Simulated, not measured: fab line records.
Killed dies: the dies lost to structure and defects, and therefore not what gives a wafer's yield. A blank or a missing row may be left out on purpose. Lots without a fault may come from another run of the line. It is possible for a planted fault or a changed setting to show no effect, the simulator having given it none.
Struck lot and sound lot, side by side | flow sky130 | 16 out of 708 route steps
Sound: these wafers, L642.1, L642.2, L642.4. Struck: wafer L654.6 (L654.1, L654.5, from the same lot, were not struck and are left out); the cause is given at the end.
At each step with rows: each side's tool, then ch and its chambers, then its first start. Under that, the readings that differ: sound wafers | struck wafers | difference of the means | sigmas: that difference in standard deviations of wafers without a fault.
alike: same words and numbers on both sides, and readings whose means sit less than 2 such deviations apart. not compared: any withheld reading, any reading some wafer has no value for, any bound like >300 that may hide the same value, and any number with overlapping values for which the record gives no deviation.
Wherever a step has rows on one side only, a row that says differs or no value, or a row with sigmas, the two part there. Non-overlapping numbers with no deviation appear without sigmas and do not part them. Lack of a reading on every wafer of one side parts them only where that side has two or more wafers.

SKY_VIA1_BOW_MEAS_03:
  sound on filmMetro-02 at day 34 22:18; struck on filmMetro-04 at day 38 09:52
  alike: VIA1_BOW
then, 8 steps without rows for these wafers: SKY_VIA1_DEHYDRATE_04 (time 60 s); SKY_VIA1_HMDS_05 (prime time 60 s); SKY_VIA1_COAT_06 (resist thk 60 nm); SKY_VIA1_COAT_07 (resist thk 450 nm); SKY_VIA1_SOFTBAKE_08 (time 90 s); SKY_VIA1_EXPOSE_09 (exposes mask VIM, target cd 150 nm); SKY_VIA1_PEB_10; SKY_VIA1_DEVELOP_11 (develop time 60 s).
SKY_VIA1_CD_MEAS_12: target cd 150 nm.
  sound on cdSem-02 at day 36 00:40; struck on cdSem-02 at day 39 11:17
reading   | sound             | struck | difference | sigmas
cdNm (nm) | 153.3 153.1 153.4 | 149.0  | -4.3       | -3
SKY_VIA1_OVL_MEAS_13:
  sound on overlay-01 at day 36 00:47; struck on overlay-02 at day 39 11:25
  alike: VIA1_OVL
SKY_VIA1_ETCH_14: etches BARC in N2/H2, stops on SiO2, time 45.9 s, target depth 60 nm.
  sound on rieDiel-01 ch 1,2,3, day 36 00:50; struck on rieDiel-04 ch 3, day 39 11:26
  alike: drypumpMotorCurrentA, oesProductAu, runLengthS, throttleValvePct
  not compared: rfHoursCounterH
SKY_VIA1_ETCH_15: etches SiO2 in C4F8/O2/Ar, stops on TiN, target depth 351 nm, time 54 s.
  sound on rieDiel-01 ch 1,2,3, day 36 00:52; struck on rieDiel-04 ch 3, day 39 11:29
reading                                    | sound             | struck | difference | sigmas
oesProductAu (a.u.)                        | 0.986 0.981 0.982 | 0.927  | -0.056     | -9
runLengthS (s)                             | 81.8 82.6 82.3    | 87.8   | +5.6       | +13
model.KrF-thick_of_VIA1_COAT_07.thkNm (nm) | 321.7 322.6 322.8 | 316.3  | -6.1       | 
  not compared: rfHoursCounterH, model.VIA1.featureDepthNm, model.etch.depthNm
SKY_VIA1_STRIP_16: strips in O2/N2.
  sound on plasmaAsher-04 ch 0,1, day 36 00:55; struck on plasmaAsher-03 ch 1, day 39 11:32
reading                  | sound             | struck | difference | sigmas
stripTimeToEndpointS (s) | 4.448 4.464 4.468 | 4.379  | -0.081     | -4
  alike: drypumpMotorCurrentA, oesProductAu
  not compared: rfHoursCounterH
then, 2 steps without rows for these wafers: SKY_VIA1_STRIP_17 (strips in post etch residue remover, time 1200 s); SKY_PAD_OPEN_PROBE_99.

## WHERE THEY PART
Last at SKY_VIA1_STRIP_16 as far as this record goes, first at SKY_VIA1_CD_MEAS_12.

WHY: what had been put in by the simulator
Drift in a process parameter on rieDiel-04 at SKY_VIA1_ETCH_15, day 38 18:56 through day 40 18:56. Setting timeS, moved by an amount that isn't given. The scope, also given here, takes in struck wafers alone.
